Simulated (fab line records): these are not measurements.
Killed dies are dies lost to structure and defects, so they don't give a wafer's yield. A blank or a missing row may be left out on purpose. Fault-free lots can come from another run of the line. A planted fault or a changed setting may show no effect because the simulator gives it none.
fab line records / flow sfqLine
record lots=6 wafers=18 lastDay=86
route steps=325 shown M1@68 I1@73
lots with no fault: from the same line, run without faults
startH: hours from the record's first day to the start of the lot's first wafer shown / waitH: hours from the lot's prior step to this one / " identical to the entry in the row above / L1.1+2: one row covering several wafers at once / - either no value or no given start / * or withheld: withheld / < > ~ a bound
route shown NAME@n: a module of which the file shows steps, and the number in the route of the first / usual: mean and standard deviation over wafers with no fault / same: alike in all rows / chamber/n: place in a boat / sites: readings site by site / _std_site: standard deviation across them / _edge_site: inner sites' mean taken away from outer sites' mean / radiusMm: for every site, how far away it sits from the centre of the wafer / mask NAME#n: copy n / behind: the most recent tool/chamber to have shaped the wafer / hold: what put the lot on hold/how long, in hours/how the hold closed / device: whichever transistor did not switch (one of n, p or np) / end of line: tests run on the same wafers once the route is complete / where a step has no rows: the recipe by itself / killed: not the wafer's yield, but the dies lost to structure and defects at the first sort / map: per-die view of a wafer (x killed, . not killed, _ where there is no die)
set.NAME: the run value of the setting; set.NAME@STEP: its run value at that earlier step / model.NAME: the simulator's own value behind a step, which no gauge read
lots seen at some steps along the route; tables by step, rows by wafer
services: the hour from which a tool's chamber was out of use, counted from the record's first day as startH (under 0 if before that day), plus the number of hours and why
## steps
# step SFQ_M1_OVL_MEAS_911
# usual M1_OVL=-2/7.1
lot.wafer=L180.2 tool=overlay-02 chamber=- startH=554.07 waitH=0.1 M1_OVL[nm]=7
lot.wafer=L180.3 tool=overlay-02 chamber=- startH=554.07 waitH=0.1 M1_OVL[nm]=9
lot.wafer=L180.5 tool=overlay-02 chamber=- startH=554.07 waitH=0.1 M1_OVL[nm]=4
lot.wafer=L181.2 tool=overlay-01 chamber=- startH=578.07 waitH=0.1 M1_OVL[nm]=-18
lot.wafer=L181.5 tool=overlay-01 chamber=- startH=578.07 waitH=0.1 M1_OVL[nm]=-14
lot.wafer=L181.6 tool=overlay-01 chamber=- startH=578.07 waitH=0.1 M1_OVL[nm]=-18
lot.wafer=L190.2 tool=overlay-01 chamber=- startH=663.72 waitH=0.1 M1_OVL[nm]=7
lot.wafer=L190.5 tool=overlay-01 chamber=- startH=663.72 waitH=0.1 M1_OVL[nm]=9
lot.wafer=L190.6 tool=overlay-01 chamber=- startH=663.72 waitH=0.1 M1_OVL[nm]=-1
lot.wafer=L192.1 tool=overlay-02 chamber=- startH=669.71 waitH=0.1 M1_OVL[nm]=3
lot.wafer=L192.3 tool=overlay-02 chamber=- startH=669.71 waitH=0.1 M1_OVL[nm]=14
lot.wafer=L192.4 tool=overlay-02 chamber=- startH=669.71 waitH=0.1 M1_OVL[nm]=7
lot.wafer=L193.2 tool=overlay-02 chamber=- startH=672.12 waitH=0.1 M1_OVL[nm]=-2
lot.wafer=L193.5 tool=overlay-02 chamber=- startH=672.12 waitH=0.1 M1_OVL[nm]=-6
lot.wafer=L193.6 tool=overlay-02 chamber=- startH=672.12 waitH=0.1 M1_OVL[nm]=-9
lot.wafer=L196.1 tool=overlay-02 chamber=- startH=680.51 waitH=0.1 M1_OVL[nm]=-1
lot.wafer=L196.2 tool=overlay-02 chamber=- startH=680.51 waitH=0.1 M1_OVL[nm]=1
lot.wafer=L196.3 tool=overlay-02 chamber=- startH=680.51 waitH=0.1 M1_OVL[nm]=4
# step SFQ_TRILAYER_M1_BARC_OPEN_METAL_ETCH_054
# recipe maskMaterial=PR chemistry=O2 targetDepthNm=125 target=BARC icpW=600 biasW=80 pressureMtorr=10 timeS=41.7
# usual drypumpMotorCurrentA=5.5/0.51 oesProductAu=0.686/0.0049
lot.wafer=L180.2 tool=rieMetal-02 chamber=1 startH=554.10 waitH=0.0 drypumpMotorCurrentA=5.2 oesProductAu=0.680 rfHoursCounterH=78
lot.wafer=L180.3 tool=rieMetal-02 chamber=1 startH=554.10 waitH=0.0 drypumpMotorCurrentA=5.2 oesProductAu=0.678 rfHoursCounterH=-
lot.wafer=L180.5 tool=rieMetal-02 chamber=1 startH=554.10 waitH=0.0 drypumpMotorCurrentA=5.2 oesProductAu=0.689 rfHoursCounterH=-
lot.wafer=L181.2 tool=rieMetal-02 chamber=1 startH=578.12 waitH=0.0 drypumpMotorCurrentA=5.2 oesProductAu=0.692 rfHoursCounterH=-
lot.wafer=L181.5 tool=rieMetal-02 chamber=1 startH=578.12 waitH=0.0 drypumpMotorCurrentA=5.2 oesProductAu=0.677 rfHoursCounterH=-
lot.wafer=L181.6 tool=rieMetal-02 chamber=1 startH=578.12 waitH=0.0 drypumpMotorCurrentA=5.2 oesProductAu=0.681 rfHoursCounterH=-
lot.wafer=L190.2 tool=rieMetal-04 chamber=1 startH=663.75 waitH=0.0 drypumpMotorCurrentA=5.8 oesProductAu=0.682 rfHoursCounterH=85
lot.wafer=L190.5 tool=rieMetal-04 chamber=0 startH=663.75 waitH=0.0 drypumpMotorCurrentA=4.8 oesProductAu=0.680 rfHoursCounterH=-
lot.wafer=L190.6 tool=rieMetal-04 chamber=1 startH=663.75 waitH=0.0 drypumpMotorCurrentA=5.8 oesProductAu=0.682 rfHoursCounterH=-
lot.wafer=L192.1 tool=rieMetal-04 chamber=1 startH=669.75 waitH=0.0 drypumpMotorCurrentA=5.8 oesProductAu=0.686 rfHoursCounterH=85
lot.wafer=L192.3 tool=rieMetal-04 chamber=1 startH=669.75 waitH=0.0 drypumpMotorCurrentA=5.8 oesProductAu=0.692 rfHoursCounterH=-
lot.wafer=L192.4 tool=rieMetal-04 chamber=0 startH=669.75 waitH=0.0 drypumpMotorCurrentA=4.8 oesProductAu=0.688 rfHoursCounterH=-
lot.wafer=L193.2 tool=rieMetal-02 chamber=1 startH=672.15 waitH=0.0 drypumpMotorCurrentA=5.1 oesProductAu=0.688 rfHoursCounterH=96
lot.wafer=L193.5 tool=rieMetal-02 chamber=0 startH=672.15 waitH=0.0 drypumpMotorCurrentA=6.1 oesProductAu=0.686 rfHoursCounterH=-
lot.wafer=L193.6 tool=rieMetal-02 chamber=1 startH=672.15 waitH=0.0 drypumpMotorCurrentA=5.2 oesProductAu=0.678 rfHoursCounterH=-
lot.wafer=L196.1 tool=rieMetal-04 chamber=0 startH=680.55 waitH=0.0 drypumpMotorCurrentA=4.8 oesProductAu=0.677 rfHoursCounterH=95
lot.wafer=L196.2 tool=rieMetal-04 chamber=1 startH=680.55 waitH=0.0 drypumpMotorCurrentA=5.8 oesProductAu=0.681 rfHoursCounterH=86
lot.wafer=L196.3 tool=rieMetal-04 chamber=0 startH=680.55 waitH=0.0 drypumpMotorCurrentA=4.8 oesProductAu=0.681 rfHoursCounterH=-
# step SFQ_TRILAYER_M1_ETCH_METAL_ETCH_042
# recipe target=Nb stopOn=SiO2 maskMaterial=PR chemistry=Cl2/Ar targetDepthNm=240 icpW=600 biasW=80 pressureMtorr=10 timeS=120
# usual drypumpMotorCurrentA=5.5/0.51 oesProductAu=0.894/0.0069
lot.wafer=L180.2 tool=rieMetal-02 chamber=1 startH=554.16 waitH=0.0 drypumpMotorCurrentA=5.2 oesProductAu=0.894 rfHoursCounterH=78
lot.wafer=L180.3 tool=rieMetal-02 chamber=1 startH=554.16 waitH=0.0 drypumpMotorCurrentA=5.2 oesProductAu=0.893 rfHoursCounterH=-
lot.wafer=L180.5 tool=rieMetal-02 chamber=1 startH=554.16 waitH=0.0 drypumpMotorCurrentA=5.2 oesProductAu=0.889 rfHoursCounterH=-
lot.wafer=L181.2 tool=rieMetal-02 chamber=1 startH=578.26 waitH=0.1 drypumpMotorCurrentA=5.2 oesProductAu=0.898 rfHoursCounterH=-
lot.wafer=L181.5 tool=rieMetal-02 chamber=1 startH=578.26 waitH=0.1 drypumpMotorCurrentA=5.1 oesProductAu=0.892 rfHoursCounterH=-
lot.wafer=L181.6 tool=rieMetal-02 chamber=1 startH=578.26 waitH=0.1 drypumpMotorCurrentA=5.2 oesProductAu=0.892 rfHoursCounterH=-
lot.wafer=L190.2 tool=rieMetal-04 chamber=1 startH=663.81 waitH=0.0 drypumpMotorCurrentA=5.8 oesProductAu=0.911 rfHoursCounterH=85
lot.wafer=L190.5 tool=rieMetal-04 chamber=0 startH=663.81 waitH=0.0 drypumpMotorCurrentA=4.8 oesProductAu=0.906 rfHoursCounterH=-
lot.wafer=L190.6 tool=rieMetal-04 chamber=1 startH=663.81 waitH=0.0 drypumpMotorCurrentA=5.8 oesProductAu=0.902 rfHoursCounterH=-
lot.wafer=L192.1 tool=rieMetal-04 chamber=1 startH=669.81 waitH=0.0 drypumpMotorCurrentA=5.7 oesProductAu=0.903 rfHoursCounterH=85
lot.wafer=L192.3 tool=rieMetal-04 chamber=1 startH=669.81 waitH=0.0 drypumpMotorCurrentA=5.8 oesProductAu=0.891 rfHoursCounterH=-
lot.wafer=L192.4 tool=rieMetal-04 chamber=0 startH=669.81 waitH=0.0 drypumpMotorCurrentA=4.8 oesProductAu=0.912 rfHoursCounterH=-
lot.wafer=L193.2 tool=rieMetal-02 chamber=1 startH=672.21 waitH=0.0 drypumpMotorCurrentA=5.2 oesProductAu=0.880 rfHoursCounterH=96
lot.wafer=L193.5 tool=rieMetal-02 chamber=0 startH=672.21 waitH=0.0 drypumpMotorCurrentA=6.1 oesProductAu=0.889 rfHoursCounterH=-
lot.wafer=L193.6 tool=rieMetal-02 chamber=1 startH=672.21 waitH=0.0 drypumpMotorCurrentA=5.2 oesProductAu=0.892 rfHoursCounterH=-
lot.wafer=L196.1 tool=rieMetal-04 chamber=0 startH=680.61 waitH=0.0 drypumpMotorCurrentA=4.8 oesProductAu=0.888 rfHoursCounterH=95
lot.wafer=L196.2 tool=rieMetal-04 chamber=1 startH=680.61 waitH=0.0 drypumpMotorCurrentA=5.8 oesProductAu=0.889 rfHoursCounterH=87
lot.wafer=L196.3 tool=rieMetal-04 chamber=0 startH=680.61 waitH=0.0 drypumpMotorCurrentA=4.8 oesProductAu=0.888 rfHoursCounterH=-
# step SFQ_TRILAYER_M1_STRIP_STRIP_043
# recipe gas=O2 powerW=200 platenTempC=40 overashFraction=0.65 chemistry=O2 pressureMtorr=48.65
# usual drypumpMotorCurrentA=5.5/0.51 oesProductAu=1.002/0.0066
# same overashFraction=0.65
lot.wafer=L180.2 tool=rieMetal-02 chamber=1 startH=554.28 waitH=0.1 drypumpMotorCurrentA=5.2 oesProductAu=0.996 rfHoursCounterH=78
lot.wafer=L180.3 tool=rieMetal-02 chamber=1 startH=554.28 waitH=0.1 drypumpMotorCurrentA=5.2 oesProductAu=0.988 rfHoursCounterH=-
lot.wafer=L180.5 tool=rieMetal-02 chamber=1 startH=554.28 waitH=0.1 drypumpMotorCurrentA=5.2 oesProductAu=0.998 rfHoursCounterH=-
lot.wafer=L181.2 tool=rieMetal-02 chamber=1 startH=578.67 waitH=0.4 drypumpMotorCurrentA=5.2 oesProductAu=0.996 rfHoursCounterH=-
lot.wafer=L181.5 tool=rieMetal-02 chamber=1 startH=578.67 waitH=0.4 drypumpMotorCurrentA=5.2 oesProductAu=0.989 rfHoursCounterH=-
lot.wafer=L181.6 tool=rieMetal-02 chamber=1 startH=578.67 waitH=0.4 drypumpMotorCurrentA=5.2 oesProductAu=0.991 rfHoursCounterH=-
lot.wafer=L190.2 tool=rieMetal-04 chamber=1 startH=663.93 waitH=0.1 drypumpMotorCurrentA=5.8 oesProductAu=1.017 rfHoursCounterH=85
lot.wafer=L190.5 tool=rieMetal-04 chamber=0 startH=663.93 waitH=0.1 drypumpMotorCurrentA=4.8 oesProductAu=1.005 rfHoursCounterH=-
lot.wafer=L190.6 tool=rieMetal-04 chamber=1 startH=663.93 waitH=0.1 drypumpMotorCurrentA=5.8 oesProductAu=1.010 rfHoursCounterH=-
lot.wafer=L192.1 tool=rieMetal-04 chamber=1 startH=669.93 waitH=0.1 drypumpMotorCurrentA=5.8 oesProductAu=1.000 rfHoursCounterH=85
lot.wafer=L192.3 tool=rieMetal-04 chamber=1 startH=669.93 waitH=0.1 drypumpMotorCurrentA=5.8 oesProductAu=1.002 rfHoursCounterH=-
lot.wafer=L192.4 tool=rieMetal-04 chamber=0 startH=669.93 waitH=0.1 drypumpMotorCurrentA=4.8 oesProductAu=1.004 rfHoursCounterH=-
lot.wafer=L193.2 tool=rieMetal-02 chamber=1 startH=672.33 waitH=0.1 drypumpMotorCurrentA=5.2 oesProductAu=0.996 rfHoursCounterH=96
lot.wafer=L193.5 tool=rieMetal-02 chamber=0 startH=672.33 waitH=0.1 drypumpMotorCurrentA=6.1 oesProductAu=0.997 rfHoursCounterH=-
lot.wafer=L193.6 tool=rieMetal-02 chamber=1 startH=672.33 waitH=0.1 drypumpMotorCurrentA=5.1 oesProductAu=0.993 rfHoursCounterH=-
lot.wafer=L196.1 tool=rieMetal-04 chamber=0 startH=680.73 waitH=0.1 drypumpMotorCurrentA=4.8 oesProductAu=1.002 rfHoursCounterH=95
lot.wafer=L196.2 tool=rieMetal-04 chamber=1 startH=680.73 waitH=0.1 drypumpMotorCurrentA=5.8 oesProductAu=1.006 rfHoursCounterH=87
lot.wafer=L196.3 tool=rieMetal-04 chamber=0 startH=680.73 waitH=0.1 drypumpMotorCurrentA=4.8 oesProductAu=1.001 rfHoursCounterH=-
# step SFQ_TRILAYER_M1_STRIP_SOLV_CLEAN_044
# recipe chemistry=NMP tempC=70 timeS=600
# step SFQ_TRILAYER_I1_DEP_PECVD_045
# recipe material=SiO2 tempC=150 timeS=111.11 pressureTorr=2.4 rfW=183.3 precursor=SiH4/N2O targetThkNm=500
# usual chamberPressureTorr=2.400/0.0056 heaterPowerW=81/12 throttleValvePct=23.9/1.3
lot.wafer=L180.2 tool=pecvd-04 chamber=2 startH=555.08 waitH=0.0 chamberPressureTorr=2.392 heaterPowerW=91 sinceWetCleanH=1469 throttleValvePct=24.3
lot.wafer=L180.3 tool=pecvd-04 chamber=0 startH=555.08 waitH=0.0 chamberPressureTorr=2.394 heaterPowerW=52 sinceWetCleanH=1469 throttleValvePct=25.8
lot.wafer=L180.5 tool=pecvd-04 chamber=2 startH=555.08 waitH=0.0 chamberPressureTorr=2.401 heaterPowerW=74 sinceWetCleanH=- throttleValvePct=24.4
lot.wafer=L181.2 tool=pecvd-04 chamber=1 startH=579.84 waitH=0.0 chamberPressureTorr=2.396 heaterPowerW=85 sinceWetCleanH=2 throttleValvePct=23.8
lot.wafer=L181.5 tool=pecvd-04 chamber=1 startH=579.84 waitH=0.0 chamberPressureTorr=2.404 heaterPowerW=86 sinceWetCleanH=- throttleValvePct=23.7
lot.wafer=L181.6 tool=pecvd-04 chamber=0 startH=579.84 waitH=0.0 chamberPressureTorr=2.404 heaterPowerW=63 sinceWetCleanH=- throttleValvePct=23.4
lot.wafer=L190.2 tool=pecvd-04 chamber=0 startH=664.71 waitH=0.0 chamberPressureTorr=2.404 heaterPowerW=53 sinceWetCleanH=87 throttleValvePct=23.8
lot.wafer=L190.5 tool=pecvd-04 chamber=2 startH=664.71 waitH=0.0 chamberPressureTorr=2.398 heaterPowerW=81 sinceWetCleanH=- throttleValvePct=23.4
lot.wafer=L190.6 tool=pecvd-04 chamber=0 startH=664.71 waitH=0.0 chamberPressureTorr=2.400 heaterPowerW=55 sinceWetCleanH=- throttleValvePct=23.7
lot.wafer=L192.1 tool=pecvd-04 chamber=2 startH=670.71 waitH=0.0 chamberPressureTorr=2.399 heaterPowerW=81 sinceWetCleanH=93 throttleValvePct=23.1
lot.wafer=L192.3 tool=pecvd-04 chamber=2 startH=670.71 waitH=0.0 chamberPressureTorr=2.397 heaterPowerW=81 sinceWetCleanH=- throttleValvePct=23.5
lot.wafer=L192.4 tool=pecvd-04 chamber=0 startH=670.71 waitH=0.0 chamberPressureTorr=2.400 heaterPowerW=55 sinceWetCleanH=- throttleValvePct=24.0
lot.wafer=L193.2 tool=pecvd-03 chamber=2 startH=673.11 waitH=0.0 chamberPressureTorr=2.410 heaterPowerW=86 sinceWetCleanH=834 throttleValvePct=26.6
lot.wafer=L193.5 tool=pecvd-03 chamber=1 startH=673.11 waitH=0.0 chamberPressureTorr=2.396 heaterPowerW=75 sinceWetCleanH=- throttleValvePct=25.8
lot.wafer=L193.6 tool=pecvd-03 chamber=0 startH=673.11 waitH=0.0 chamberPressureTorr=2.407 heaterPowerW=84 sinceWetCleanH=- throttleValvePct=24.3
lot.wafer=L196.1 tool=pecvd-03 chamber=1 startH=681.52 waitH=0.0 chamberPressureTorr=2.404 heaterPowerW=70 sinceWetCleanH=843 throttleValvePct=25.7
lot.wafer=L196.2 tool=pecvd-03 chamber=0 startH=681.52 waitH=0.0 chamberPressureTorr=2.398 heaterPowerW=91 sinceWetCleanH=843 throttleValvePct=24.4
lot.wafer=L196.3 tool=pecvd-03 chamber=2 startH=681.52 waitH=0.0 chamberPressureTorr=2.400 heaterPowerW=95 sinceWetCleanH=843 throttleValvePct=26.9
# step SFQ_TRILAYER_I1_CMP_CMP_046
# recipe material=SiO2 downForcePsi=3 platenRpm=60 padVelocityMS=0.94248
# usual motorCurrentA=10.4/1.2 timeToEndpointS=212/6.9
lot.wafer=L180.3 tool=cmp-02 chamber=1 startH=555.65 waitH=0.5 motorCurrentA=11.4 timeToEndpointS=210
lot.wafer=L180.2 tool=cmp-02 chamber=3 startH=556.65 waitH=1.5 motorCurrentA=12.2 timeToEndpointS=204
lot.wafer=L180.5 tool=cmp-02 chamber=0 startH=556.65 waitH=1.5 motorCurrentA=9.7 timeToEndpointS=210
lot.wafer=L181.2 tool=cmp-01 chamber=3 startH=580.92 waitH=1.0 motorCurrentA=10.5 timeToEndpointS=203
lot.wafer=L181.6 tool=cmp-01 chamber=1 startH=581.92 waitH=2.0 motorCurrentA=9.7 timeToEndpointS=217
lot.wafer=L181.5 tool=cmp-01 chamber=2 startH=581.92 waitH=2.0 motorCurrentA=8.4 timeToEndpointS=219
lot.wafer=L190.2 tool=cmp-01 chamber=2 startH=665.78 waitH=1.0 motorCurrentA=7.9 timeToEndpointS=211
lot.wafer=L190.6 tool=cmp-01 chamber=0 startH=666.78 waitH=2.0 motorCurrentA=10.6 timeToEndpointS=216
lot.wafer=L190.5 tool=cmp-01 chamber=1 startH=666.78 waitH=2.0 motorCurrentA=9.9 timeToEndpointS=215
lot.wafer=L192.4 tool=cmp-01 chamber=1 startH=670.82 waitH=0.0 motorCurrentA=10.3 timeToEndpointS=216
lot.wafer=L192.1 tool=cmp-01 chamber=3 startH=671.82 waitH=1.1 motorCurrentA=10.1 timeToEndpointS=210
lot.wafer=L192.3 tool=cmp-01 chamber=0 startH=671.82 waitH=1.1 motorCurrentA=10.8 timeToEndpointS=216
lot.wafer=L193.2 tool=cmp-02 chamber=2 startH=674.18 waitH=1.0 motorCurrentA=10.3 timeToEndpointS=208
lot.wafer=L193.6 tool=cmp-02 chamber=0 startH=675.18 waitH=2.0 motorCurrentA=10.4 timeToEndpointS=216
lot.wafer=L193.5 tool=cmp-02 chamber=1 startH=675.18 waitH=2.0 motorCurrentA=10.6 timeToEndpointS=214
lot.wafer=L196.3 tool=cmp-02 chamber=2 startH=682.22 waitH=0.7 motorCurrentA=10.5 timeToEndpointS=205
lot.wafer=L196.1 tool=cmp-02 chamber=3 startH=682.22 waitH=0.7 motorCurrentA=11.9 timeToEndpointS=204
lot.wafer=L196.2 tool=cmp-02 chamber=1 startH=683.72 waitH=2.2 motorCurrentA=11.2 timeToEndpointS=213
# step SFQ_I1_BOW_MEAS_912
# recipe mode=bow
# usual I1_BOW=0/8.8
lot.wafer=L180.2 tool=filmMetro-04 chamber=- startH=558.17 waitH=1.0 I1_BOW[um]=14
lot.wafer=L180.3 tool=filmMetro-04 chamber=- startH=558.17 waitH=1.0 I1_BOW[um]=3
lot.wafer=L180.5 tool=filmMetro-04 chamber=- startH=558.17 waitH=1.0 I1_BOW[um]=19
lot.wafer=L181.2 tool=filmMetro-03 chamber=- startH=582.94 waitH=1.5 I1_BOW[um]=-3
lot.wafer=L181.5 tool=filmMetro-03 chamber=- startH=582.94 waitH=1.5 I1_BOW[um]=-3
lot.wafer=L181.6 tool=filmMetro-03 chamber=- startH=582.94 waitH=1.5 I1_BOW[um]=12
lot.wafer=L190.2 tool=filmMetro-01 chamber=- startH=667.80 waitH=1.5 I1_BOW[um]=-5
lot.wafer=L190.5 tool=filmMetro-01 chamber=- startH=667.80 waitH=1.5 I1_BOW[um]=4
lot.wafer=L190.6 tool=filmMetro-01 chamber=- startH=667.80 waitH=1.5 I1_BOW[um]=2
lot.wafer=L192.1 tool=filmMetro-04 chamber=- startH=673.82 waitH=1.5 I1_BOW[um]=-15
lot.wafer=L192.3 tool=filmMetro-04 chamber=- startH=673.82 waitH=1.5 I1_BOW[um]=-7
lot.wafer=L192.4 tool=filmMetro-04 chamber=- startH=673.82 waitH=1.5 I1_BOW[um]=4
lot.wafer=L193.2 tool=filmMetro-03 chamber=- startH=676.20 waitH=1.5 I1_BOW[um]=-7
lot.wafer=L193.5 tool=filmMetro-03 chamber=- startH=676.20 waitH=1.5 I1_BOW[um]=-8
lot.wafer=L193.6 tool=filmMetro-03 chamber=- startH=676.20 waitH=1.5 I1_BOW[um]=-12
lot.wafer=L196.1 tool=filmMetro-03 chamber=- startH=685.22 waitH=2.0 I1_BOW[um]=-7
lot.wafer=L196.2 tool=filmMetro-03 chamber=- startH=685.22 waitH=2.0 I1_BOW[um]=-9
lot.wafer=L196.3 tool=filmMetro-03 chamber=- startH=685.22 waitH=2.0 I1_BOW[um]=-10
# step SFQ_TRILAYER_I1_METRO_MEASURE_047
# step SFQ_TRILAYER_I1_VIA_LITHO_COAT_054
# recipe resist=BARC spinRpm=2975 resistThkNm=62
# step SFQ_TRILAYER_I1_VIA_LITHO_COAT_049
# recipe resist=KrF spinRpm=3000 resistThkNm=650
# step SFQ_TRILAYER_I1_VIA_LITHO_SOFTBAKE_053
# recipe tempC=withheld timeS=withheld resist=KrF
# step SFQ_TRILAYER_I1_VIA_LITHO_EXPOSE_050
# recipe maskId=I1 na=0.6 sourceShape=conventional sigmaOuter=0.65 targetCdNm=500 doseMj=21.3
# usual exposureDoseMJCm2=21.291/0.021 focusOffsetNm=-0.1/0.56 stageVelMmS=499.99/0.23
lot.wafer=L180.2 tool=krfScanner-02 chamber=- startH=720.13 waitH=- mask=I1#0 exposureDoseMJCm2=- focusOffsetNm=- stageVelMmS=-
lot.wafer=L180.3 tool=krfScanner-02 chamber=- startH=720.13 waitH=- mask=I1#0 exposureDoseMJCm2=- focusOffsetNm=- stageVelMmS=-
lot.wafer=L180.5 tool=krfScanner-02 chamber=- startH=720.13 waitH=- mask=I1#0 exposureDoseMJCm2=- focusOffsetNm=- stageVelMmS=-
lot.wafer=L181.2 tool=krfScanner-02 chamber=- startH=746.53 waitH=- mask=I1#0 exposureDoseMJCm2=- focusOffsetNm=- stageVelMmS=-
lot.wafer=L181.5 tool=krfScanner-02 chamber=- startH=746.53 waitH=- mask=I1#0 exposureDoseMJCm2=- focusOffsetNm=- stageVelMmS=-
lot.wafer=L181.6 tool=krfScanner-02 chamber=- startH=746.53 waitH=- mask=I1#0 exposureDoseMJCm2=- focusOffsetNm=- stageVelMmS=-
lot.wafer=L190.2 tool=krfScanner-02 chamber=0 startH=826.73 waitH=- mask=I1#0 exposureDoseMJCm2=21.286 focusOffsetNm=0.9 stageVelMmS=499.84
lot.wafer=L190.5 tool=krfScanner-02 chamber=0 startH=826.73 waitH=- mask=I1#0 exposureDoseMJCm2=21.284 focusOffsetNm=1.1 stageVelMmS=499.73
lot.wafer=L190.6 tool=krfScanner-02 chamber=0 startH=826.73 waitH=- mask=I1#0 exposureDoseMJCm2=21.319 focusOffsetNm=0.1 stageVelMmS=499.99
lot.wafer=L192.1 tool=krfScanner-02 chamber=0 startH=831.33 waitH=- mask=I1#0 exposureDoseMJCm2=21.283 focusOffsetNm=-0.1 stageVelMmS=499.86
lot.wafer=L192.3 tool=krfScanner-02 chamber=0 startH=831.33 waitH=- mask=I1#0 exposureDoseMJCm2=21.315 focusOffsetNm=0.2 stageVelMmS=500.08
lot.wafer=L192.4 tool=krfScanner-02 chamber=0 startH=831.33 waitH=- mask=I1#0 exposureDoseMJCm2=21.307 focusOffsetNm=-0.5 stageVelMmS=500.23
lot.wafer=L193.2 tool=krfScanner-02 chamber=0 startH=832.73 waitH=- mask=I1#0 exposureDoseMJCm2=21.289 focusOffsetNm=0.0 stageVelMmS=499.92
lot.wafer=L193.5 tool=krfScanner-02 chamber=0 startH=832.73 waitH=- mask=I1#0 exposureDoseMJCm2=21.282 focusOffsetNm=0.3 stageVelMmS=499.98
lot.wafer=L193.6 tool=krfScanner-02 chamber=0 startH=832.73 waitH=- mask=I1#0 exposureDoseMJCm2=21.280 focusOffsetNm=0.7 stageVelMmS=499.85
lot.wafer=L196.1 tool=krfScanner-02 chamber=0 startH=837.33 waitH=- mask=I1#0 exposureDoseMJCm2=21.276 focusOffsetNm=-0.7 stageVelMmS=499.87
lot.wafer=L196.2 tool=krfScanner-02 chamber=0 startH=837.33 waitH=- mask=I1#0 exposureDoseMJCm2=21.282 focusOffsetNm=-0.4 stageVelMmS=500.34
lot.wafer=L196.3 tool=krfScanner-02 chamber=0 startH=837.33 waitH=- mask=I1#0 exposureDoseMJCm2=21.294 focusOffsetNm=-0.3 stageVelMmS=500.20
# step SFQ_TRILAYER_I1_VIA_LITHO_PEB_052
# recipe pebTempC=115 pebTimeS=60 resist=KrF
## services
tool=cmp-01 chamber=- startH=558.27 hours=8.5 kind=repair
tool=pecvd-04 chamber=- startH=563.75 hours=14.0 kind=pm
tool=rieMetal-04 chamber=1 startH=568.46 hours=8.6 kind=repair
tool=rieMetal-02 chamber=0 startH=575.51 hours=4.6 kind=repair
tool=cmp-02 chamber=- startH=577.94 hours=4.0 kind=pm
tool=cmp-01 chamber=- startH=582.92 hours=14.5 kind=pm
tool=rieMetal-02 chamber=0 startH=592.82 hours=10.0 kind=repair
tool=cmp-01 chamber=- startH=597.45 hours=5.2 kind=pm
tool=cmp-02 chamber=- startH=599.41 hours=0.5 kind=repair
tool=cmp-02 chamber=- startH=616.87 hours=0.9 kind=repair
tool=cmp-02 chamber=- startH=618.20 hours=11.6 kind=repair
tool=krfScanner-02 chamber=- startH=624.56 hours=1.3 kind=pm
tool=krfScanner-02 chamber=- startH=636.66 hours=1.0 kind=pm
tool=krfScanner-02 chamber=- startH=638.28 hours=1.2 kind=repair
tool=cmp-02 chamber=- startH=644.04 hours=5.5 kind=pm
tool=pecvd-04 chamber=1 startH=665.04 hours=17.0 kind=repair
tool=krfScanner-02 chamber=- startH=680.42 hours=0.8 kind=pm
tool=pecvd-04 chamber=- startH=692.74 hours=63.6 kind=repair
tool=pecvd-04 chamber=2 startH=716.71 hours=21.0 kind=repair
tool=rieMetal-04 chamber=- startH=728.46 hours=28.1 kind=pm
tool=krfScanner-02 chamber=- startH=758.33 hours=4.0 kind=pm
tool=krfScanner-02 chamber=- startH=800.14 hours=1.3 kind=pm
tool=krfScanner-02 chamber=- startH=806.24 hours=1.0 kind=pm
tool=pecvd-04 chamber=- startH=831.58 hours=3.2 kind=repair
## key
firstSign step=SFQ_TRILAYER_I1_VIA_LITHO_EXPOSE_050 reading=toolRecord direction=missing
effect none on later readings
metAt SFQ_TRILAYER_I1_VIA_LITHO_EXPOSE_050
struckWafers L180.2,L180.3,L180.5,L181.2,L181.5,L181.6
fault kind=skippedStepWhole tool=krfScanner-02 chamber=- onsetH=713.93 steps=SFQ_TRILAYER_I1_VIA_LITHO_EXPOSE_050 scope=struckLotsOnly
